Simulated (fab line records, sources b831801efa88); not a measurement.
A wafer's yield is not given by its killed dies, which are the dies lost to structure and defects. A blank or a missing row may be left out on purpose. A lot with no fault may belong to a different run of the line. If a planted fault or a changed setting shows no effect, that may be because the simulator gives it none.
Split-lot trial + flow sky130 + 23 wafers read from 5 lots, route of 708 steps

== THE SPLIT ==
At SKY_SD_P_DEVELOP_06 (develop time 60 s), the setting develop-time-s was moved away from the recipe's 60 s on 4 of the 23 wafers read, by -11.2% to +3.9%. All remaining wafers had this setting at the recipe value.

Between the split and the reading, the file records no step.

== THE READING ==
cd-nm (nm) at SKY_SD_P_CD_MEAS_07, where the cd target is 380 nm. Fault-free wafers of this fab line usually give 379.7 nm, standard deviation 2.2 nm.

| wafer  | tool, chamber at the split | develop-time-s as run, s | against the recipe | cd-nm, nm | against lot-mates on the recipe |
|--------|----------------------------|--------------------------|--------------------|-----------|---------------------------------|
| L074.1 | litho-track-01, 0          | 60                       | recipe             | 380.2     | -                               |
| L074.2 | litho-track-01, 0          | 60                       | recipe             | 379.9     | -                               |
| L074.3 | litho-track-01, 0          | 60                       | recipe             | 382.4     | -                               |
| L074.5 | litho-track-01, 0          | 60                       | recipe             | 379.2     | -                               |
| L074.6 | litho-track-01, 0          | 60                       | recipe             | 379.1     | -                               |
| L075.1 | litho-track-03, 0          | 60                       | recipe             | 381.6     | -                               |
| L075.3 | litho-track-03, 0          | 60                       | recipe             | 380.9     | -                               |
| L075.4 | litho-track-03, 0          | 60                       | recipe             | 379.2     | -                               |
| L075.5 | litho-track-03, 0          | 53.29                    | -11.2%             | 371.0     | -9.6                            |
| L075.6 | litho-track-03, 0          | 53.29                    | -11.2%             | 371.9     | -8.7                            |
| L076.1 | litho-track-03, 0          | 60                       | recipe             | 375.9     | -                               |
| L076.2 | litho-track-03, 0          | 60                       | recipe             | 376.6     | -                               |
| L076.5 | litho-track-03, 0          | 60                       | recipe             | 377.6     | -                               |
| L083.1 | litho-track-03, 0          | 62.35                    | +3.9%              | 384.4     | +1.7                            |
| L083.2 | litho-track-03, 0          | 62.35                    | +3.9%              | 382.6     | -0.1                            |
| L083.3 | litho-track-03, 0          | 60                       | recipe             | 382.8     | -                               |
| L083.4 | litho-track-03, 0          | 60                       | recipe             | 384.4     | -                               |
| L083.5 | litho-track-03, 0          | 60                       | recipe             | 380.8     | -                               |
| L085.1 | litho-track-01, 0          | 60                       | recipe             | 378.0     | -                               |
| L085.2 | litho-track-01, 0          | 60                       | recipe             | 379.2     | -                               |
| L085.3 | litho-track-01, 0          | 60                       | recipe             | 378.2     | -                               |
| L085.4 | litho-track-01, 0          | 60                       | recipe             | 380.5     | -                               |
| L085.6 | litho-track-01, 0          | 60                       | recipe             | 378.6     | -                               |

THE FIT
A straight line over all 23 wafers: cd-nm changes by +0.77 nm for each +1% of develop-time-s; r = +0.81; the points scatter about the line by 2 nm.
The same after taking each lot's own level away (the mean of its wafers on the recipe; 23 wafers): +0.736 nm for each +1%; r = +0.90; scatter 1.2 nm.
According to that fit, moving develop-time-s by its largest amount changes the reading by 8.2 nm.
From 376.70 to 382.67 nm: that is the span of the lots' own levels, equal to 2.7 times the standard deviation above.
The two slopes agree, so the slope changes little with the lot-to-lot level.
Check: for one of the wafers moved furthest among these (-11.2%), held out of the fit, the line's prediction against its lot-mates is -7.59 nm. Against them it came out at -9.57 nm.

== FURTHER SPLITS ON THESE WAFERS ==
Before the reading, these wafers also passed through other splits. Each is held against what the fit with the lots' levels taken away leaves over:
| other split on the same wafers       | wafers away from the commonest value | r with cd-nm (lot level and that fit taken away) |
|--------------------------------------|--------------------------------------|--------------------------------------------------|
| SKY_POLY_GATE_ETCH_15 pressure-mtorr | 15                                   | +0.04                                            |
| SKY_POLY_GATE_OXIDATION_20 temp-c    | 18                                   | -0.22                                            |
| SKY_LDD_N_IMPLANT_10 energy-kev      | 8                                    | +0.26                                            |
| SKY_LDD_P_DEVELOP_06 develop-time-s  | 7                                    | -0.05                                            |
| SKY_LDD_P_IMPLANT_09 energy-kev      | 9                                    | -0.14                                            |
| SKY_LDD_HVN_IMPLANT_08 energy-kev    | 10                                   | -0.04                                            |
| SKY_LDD_HVP_IMPLANT_08 dose-cm2      | 7                                    | +0.20                                            |
| SKY_LDD_LDN_IMPLANT_10 energy-kev    | 8                                    | +0.13                                            |
| SKY_SPACER_CVD_00 pressure-mtorr     | 15                                   | +0.23                                            |

== THE FILE'S OWN FIT ==
cd-nm changes by +0.748 nm for each +1% of develop-time-s, r = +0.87.
